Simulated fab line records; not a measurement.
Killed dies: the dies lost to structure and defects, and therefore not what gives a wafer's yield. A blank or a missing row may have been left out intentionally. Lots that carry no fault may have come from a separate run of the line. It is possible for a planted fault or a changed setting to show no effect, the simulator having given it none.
Commonality check across tools + flow gf180mcu + 39 wafers sampled across 13 lots

THE REASON FOR OPENING IT
On 1 of the 13 lots, a flag is raised at GF_POLY_GATE_CD_MEAS_10 on the reading cd nm. Wafers without a fault read 280.1 nm, standard deviation 1.
Rule: flag the lot when none of its wafers has a number, or when each of its wafers that has one lies beyond 4 standard deviations from that mean. The other lots count as sound.

| lot  | measured     | on        | cd nm (nm), wafer by wafer | flag    |
|------|--------------|-----------|----------------------------|---------|
| L682 | day 9 22:50  | cd sem-02 | 278.2 279.6 280.1          |         |
| L683 | day 10 07:01 | cd sem-02 | 278.7 278.0 279.0          |         |
| L684 | day 10 09:22 | cd sem-02 | 278.8 279.7 279.9          |         |
| L685 | day 10 18:05 | cd sem-02 | 280.2 278.3 279.8          |         |
| L687 | day 11 07:53 | cd sem-01 | 281.0 280.6 281.9          |         |
| L689 | day 11 22:26 | cd sem-01 | 279.4 280.1 279.3          |         |
| L691 | day 12 16:06 | cd sem-02 | 279.8 279.2 280.2          |         |
| L692 | day 12 22:54 | cd sem-02 | 278.5 279.5 279.4          |         |
| L696 | day 14 00:32 | cd sem-02 | 323.6 322.4 322.6          | FLAGGED |
| L697 | day 14 09:11 | cd sem-01 | 280.9 279.4 280.8          |         |
| L701 | day 15 14:29 | cd sem-02 | 278.6 278.6 278.5          |         |
| L702 | day 15 21:23 | cd sem-01 | 279.0 278.3 278.8          |         |
| L703 | day 16 01:34 | cd sem-02 | 281.7 280.2 281.0          |         |
Average over the flagged lots: 322.9 nm; offset from the usual +42.8 nm, equal to +43 standard deviations.

EACH LOT AND THE TOOL IT RAN ON
The record keeps 1 process step preceding the reading, out of 602 steps on the route. In each cell: the tool, then ch and the chambers that the sampled wafers went through, then the start.
| lot  | flag    | GF_POLY_GATE_EXPOSE_07            |
|------|---------|-----------------------------------|
| L682 |         | krf scanner-01 ch 0, day 9 14:19  |
| L683 |         | krf scanner-01 ch 0, day 9 21:57  |
| L684 |         | krf scanner-01 ch 0, day 10 00:29 |
| L685 |         | krf scanner-01 ch 0, day 10 09:20 |
| L687 |         | krf scanner-02 ch 0, day 10 22:36 |
| L689 |         | krf scanner-02 ch 0, day 11 13:11 |
| L691 |         | krf scanner-01 ch 0, day 12 06:54 |
| L692 |         | krf scanner-01 ch 0, day 12 12:50 |
| L696 | FLAGGED | krf scanner-01 ch 0, day 13 14:35 |
| L697 |         | krf scanner-02 ch 0, day 13 22:48 |
| L701 |         | krf scanner-02 ch 0, day 15 04:20 |
| L702 |         | krf scanner-01 ch 0, day 15 10:51 |
| L703 |         | krf scanner-01 ch 0, day 15 15:28 |
These steps, and what they do:
- GF_POLY_GATE_EXPOSE_07: exposes mask Poly2, target cd 280 nm.
- GF_POLY_GATE_CD_MEAS_10: target cd 280 nm.

FLAGGED OVER TOTAL, TOOL BY TOOL (the gauges that took the reading come last)
| step                    | tool           | lots run | flagged | share of the flagged lots | sound lots run after its first flagged lot |
|-------------------------|----------------|----------|---------|---------------------------|--------------------------------------------|
| GF_POLY_GATE_EXPOSE_07  | krf scanner-01 | 9        | 1       | all                       | 2 (L702,L703)                              |
| GF_POLY_GATE_EXPOSE_07  | krf scanner-02 | 4        | 0       | none                      | -                                          |
| GF_POLY_GATE_CD_MEAS_10 | cd sem-01      | 4        | 0       | none                      | -                                          |
| GF_POLY_GATE_CD_MEAS_10 | cd sem-02      | 9        | 1       | all                       | 2 (L701,L703)                              |

THE TABLE: WHAT IT ALLOWS
In 2 table rows, all flagged lots were run: krf scanner-01 (GF_POLY_GATE_EXPOSE_07), cd sem-02 (GF_POLY_GATE_CD_MEAS_10).
- krf scanner-01 at GF_POLY_GATE_EXPOSE_07 ran 9 lots, 1 of them flagged. Lots that were sound ran on it after the first flagged one (L702, L703); a persistent fault on the entire tool would not allow that.
- cd sem-02 at GF_POLY_GATE_CD_MEAS_10 ran 9 lots, 1 of them flagged. Lots that were sound ran on it after the first flagged one (L701, L703); a persistent fault on the entire tool would not allow that.
There is no row in the table that ran each flagged lot and no sound lot after the first.

WHAT THE SIMULATOR HAD INSERTED
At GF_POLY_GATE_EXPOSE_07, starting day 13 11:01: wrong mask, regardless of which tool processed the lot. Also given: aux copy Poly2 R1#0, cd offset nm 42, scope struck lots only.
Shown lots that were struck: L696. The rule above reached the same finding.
